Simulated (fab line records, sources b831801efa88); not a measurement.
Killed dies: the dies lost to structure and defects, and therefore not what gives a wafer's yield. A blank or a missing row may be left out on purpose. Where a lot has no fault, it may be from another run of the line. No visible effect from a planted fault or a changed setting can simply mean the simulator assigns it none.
One fault through the eyes of 2 desks    flow sky130    numbers are kept per desk, each desk with only its own; the story behind them comes last

== TOOL OWNER'S DESK, rieDiel-02 ==
The tool's own readings at SKY_VIA2_ETCH_14 (etches BARC in N2/H2, stops on SiO2, time 45.9 s, target depth 60 nm): means of the sampled wafers that have a number, for each lot that ran on this tool. Marked OUT: a lot whose mean sits more than 4 standard deviations from the usual mean, which makes it out of limits; the brackets give that distance.
Columns: A = drypumpMotorCurrentA at SKY_VIA2_ETCH_14, usual 5.7 A; B = h2FlowSccm at SKY_VIA2_ETCH_14, usual 200.0 sccm; C = oesProductAu at SKY_VIA2_ETCH_14, usual 0.854 a.u.; D = runLengthS at SKY_VIA2_ETCH_14, usual 74.4 s; E = throttleValvePct at SKY_VIA2_ETCH_14, usual 13.224 %
lot   first seen here  A    B      C                D                E
L340  day 37 13:11     6.3  199.9  0.855            74.3             13.232
L342  day 37 22:59     5.7  199.6  0.907 (+12) OUT  72.0 (-5.3) OUT  13.216
L343  day 38 08:08     5.6  200.0  0.906 (+12) OUT  71.4 (-6.7) OUT  13.238
L344  day 38 15:37     5.6  200.4  0.907 (+12) OUT  71.3 (-6.8) OUT  13.230
L354  day 41 17:17     5.9  200.3  0.852            74.3             13.222
L355  day 41 21:14     6.0  200.3  0.852            74.0             13.227
L356  day 42 03:01     5.9  200.0  0.853            74.1             13.225
L358  day 42 16:50     5.6  199.4  0.856            74.7             13.219
L360  day 43 11:47     5.9  199.6  0.857            74.4             13.231
Finding of this desk: L342, L343, L344 out of limits; the first was L342 at day 37 22:59, on oesProductAu at SKY_VIA2_ETCH_14. Within limits: L340, L354, L355, L356, L358, L360.

== FROM THE METROLOGY DESK ==
What the gauges read for every lot (on any tool): the sampled wafers with a number, averaged. Marked OUT: a lot whose mean sits more than 4 standard deviations from the usual mean, which makes it out of limits; the brackets give that distance.
Columns: A = METAL2_ALCU_THK at SKY_METAL2_THK_MEAS_06, usual 243 nm
lot   first seen here  A
L337  day 34 05:32     241
L339  day 34 20:08     238
L340  day 35 06:39     242
L341  day 35 14:04     239
L342  day 35 17:26     242
L343  day 36 02:20     241
L344  day 36 10:58     248
L345  day 36 23:31     241
L352  day 38 23:26     242
L354  day 39 14:59     240
L355  day 39 20:07     242
L356  day 40 00:44     243
L358  day 40 14:25     236
L359  day 40 20:08     251
L360  day 41 10:31     241
This desk found nothing out of limits on any of the 15 lots.

== ALL TOGETHER ==
The tool owner's desk could have raised an alarm at day 37 22:59, on L342, L343, L344.
From the metrology desk's view, nothing was out of limits.
The metrology desk holds a record of L342, L343, L344, inside its limits.
Every lot named ran SKY_VIA2_ETCH_14 on rieDiel-02.

== WHAT WAS PUT IN BY THE SIMULATOR ==
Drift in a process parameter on rieDiel-02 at SKY_VIA2_ETCH_14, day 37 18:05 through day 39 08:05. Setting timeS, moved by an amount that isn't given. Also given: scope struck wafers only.
Lots struck among those shown: L342, L343, L344.
Time in hours from fault onset to the first out-of-limits reading at each desk: the tool owner's desk, 5.
